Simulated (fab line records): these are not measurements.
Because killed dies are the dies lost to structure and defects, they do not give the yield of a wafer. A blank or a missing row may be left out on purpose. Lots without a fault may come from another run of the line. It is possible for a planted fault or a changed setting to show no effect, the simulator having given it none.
A struck lot beside a sound one ; flow sky130 ; 26 steps out of a route of 708
Sound: wafers L585.2, L585.4, L585.6. Struck: wafers L581.3, L581.5, L581.6. The cause comes at the end.
For every step that has rows: the tool of each side, followed by ch and its chambers, followed by its first start. Under that, the readings that differ: sound wafers ; struck wafers ; difference of the means ; sigmas: that difference in standard deviations of wafers without a fault.
alike: a reading whose means differ by less than 2 such deviations, as well as words and numbers matching on both sides. not compared: withheld readings; readings where some wafer has no value; bounds like >300 that might hide an equal value; numbers whose values overlap and for which the record gives no deviation.
The two part at a step that has a row with sigmas, a row that says differs or no value, or rows on one side only. When numbers do not overlap yet have no deviation, they are printed without sigmas and do not part them. A reading missing from all wafers of one side parts the sides only when that side holds two or more wafers.

first, 10 steps without rows for these wafers: SKY_SONOS_ONO_COAT_08 (resist thk 1140 nm); SKY_SONOS_ONO_SOFTBAKE_09 (time 60 s); SKY_SONOS_ONO_EXPOSE_10 (exposes mask ONOM, target cd 410 nm); SKY_SONOS_ONO_PEB_11; SKY_SONOS_ONO_DEVELOP_12 (develop time 60 s); SKY_SONOS_ONO_ETCH_15 (etches the open film in CHF3/O2, target depth 19.52 nm, time 7.8 s); SKY_SONOS_ONO_WET_ETCH_16 (etches SiO2 in dHF, target depth 14 nm, time 280 s); SKY_SONOS_ONO_STRIP_17 (strips in O2/N2); SKY_SONOS_ONO_WET_ETCH_18 (etches Si3N4 in H3PO4, target depth 15 nm, time 172 s); SKY_GATE_OXIDE_CLEAN_00 (cleans in SC1/SC2, time 150 s).
SKY_GATE_OXIDE_OXIDATION_01: stabilise 600 s, purge 300 s, target thk 10.268 nm.
  sound on furnace-02 ch 0, day 16 07:00; struck on furnace-01 ch 0, day 14 20:06
reading;sound;struck;difference;sigmas
spikeTcBottomC (C);922.0 922.1 922.1;935.8 936.8 936.9;+14.4;+11
spikeTcCentreC (C);900.1 901.2 902.3;917.6 917.7 916.7;+16.1;+15
spikeTcLowerC (C);898.8 898.9 900.0;919.3 918.2 918.7;+19.5;+18
spikeTcTopC (C);916.4 916.9 917.4;929.7 928.5 929.3;+12.3;+6
spikeTcUpperC (C);901.1 901.3 901.5;915.8 916.1 913.3;+13.8;+8
tubeCenterTempC (C);900.02 899.94 900.07;916.79 916.8 916.76;+16.77;+99 or more
tube_center_temp_C_max;902.3 902.2 902.1;918.8 919.6 919.2;+17.0;+46
zonePowerLowerPct (%);17.4 17.1 17.2;23.1 23.4 23.8;+6.2;+2
model.SiO2_of_GATE_OXIDE_OXIDATION_01.thkNm (nm);10.35 10.36 10.49;12.12 12.19 12.07;+1.73;
SKY_GATE_OXIDE_THK_MEAS_02:
  sound: filmMetro-01 at day 16 08:25; struck: filmMetro-03 at day 14 21:32
reading;sound;struck;difference;sigmas
GATE_OXIDE_OXIDATION_00_THK (nm);10.32 10.39 10.48;12.17 12.18 12.09;+1.75;+10
then, 11 steps without rows for these wafers: SKY_GATE_OXIDE_DEHYDRATE_03 (time 60 s); SKY_GATE_OXIDE_HMDS_04 (prime time 60 s); SKY_GATE_OXIDE_COAT_05 (resist thk 1140 nm); SKY_GATE_OXIDE_SOFTBAKE_06 (time 60 s); SKY_GATE_OXIDE_EXPOSE_07 (exposes mask LVOM, target cd 600 nm); SKY_GATE_OXIDE_PEB_08; SKY_GATE_OXIDE_DEVELOP_09 (develop time 60 s); SKY_GATE_OXIDE_IMPLANT_11; SKY_GATE_OXIDE_WET_ETCH_12 (etches SiO2 in dHF, target depth 16.8 nm, time 336 s); SKY_GATE_OXIDE_STRIP_13 (strips in O2/N2); SKY_GATE_OXIDE_CLEAN_15 (cleans in SC1/SC2, time 150 s).
SKY_GATE_OXIDE_OXIDATION_16: stabilise 600 s, purge 300 s, target thk 3.57 nm.
  sound on furnace-01 ch 0, day 17 13:09; struck on furnace-01 ch 0, day 16 02:46
reading;sound;struck;difference;sigmas
model.SiO2_of_GATE_OXIDE_OXIDATION_01.thkNm (nm);11.72 11.72 11.82;13.29 13.38 13.23;+1.55;
  alike: spikeTcBottomC, spikeTcCentreC, spikeTcLowerC, spikeTcTopC, spikeTcUpperC, tubeCenterTempC, tube_center_temp_C_max, zonePowerLowerPct
then, 1 step without rows for these wafers: SKY_POLY_GATE_CVD_00 (deposits poly-Si, target thk 180 nm, time 720 s).
-- a jump in the record: the struck wafers' starts before and after are 31 days apart (it breaks off in module POLY_GATE and resumes in module PAD_OPEN, where the first step shown is number 708 of the route) --
SKY_PAD_OPEN_PROBE_99:
  sound: prober-01 at day 48 11:01; struck: prober-02 at day 47 14:10
reading;sound;struck;difference;sigmas
model.etest.nfet_16v.rOnOhmUm;1.391e+04 1.394e+04 1.397e+04;1.519e+04 1.513e+04 1.529e+04;+1.263e+03;
model.etest.tipSonos.rsOhmSq;2578 2581 2591;3061 3146 3075;+511;
model.etest.pfetG5v0d10v5.rOnOhmUm;4802 4783 4802;5076 5050 5104;+281;
model.etest.nfetG5v0d10v5.rOnOhmUm;1861 1874 1868;2028 2029 2015;+156;
model.etest.nfetG5v0d10v5.driveUaUm;605.3 605.1 600.8;528.6 528.8 531.4;-74.1;
model.etest.nfet_05v0_nvt.driveUaUm;573.1 570.2 569.5;507.2 507.4 511.9;-62.1;
model.etest.pfet_01v8.rOnOhmUm;2934 2913 2914;2891 2887 2869;-38;
  alike: killed_at_M0_to_M3, killed_at_M4_up, killedAtContacts, killedAtFrontEnd, killedAtOther, killedDies, killedOnRim, killedOpen, killedShort
  not compared: model.etest.pfet_16v.rOnOhmUm

== WHERE THEY PART ==
First at SKY_GATE_OXIDE_OXIDATION_01; last, within this record, at SKY_GATE_OXIDE_THK_MEAS_02. Later steps at which nothing parts them and some readings are alike: SKY_GATE_OXIDE_OXIDATION_16, SKY_PAD_OPEN_PROBE_99.

WHY: what had been put in by the simulator
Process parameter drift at SKY_GATE_OXIDE_OXIDATION_01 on furnace-01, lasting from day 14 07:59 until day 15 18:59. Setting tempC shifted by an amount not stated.
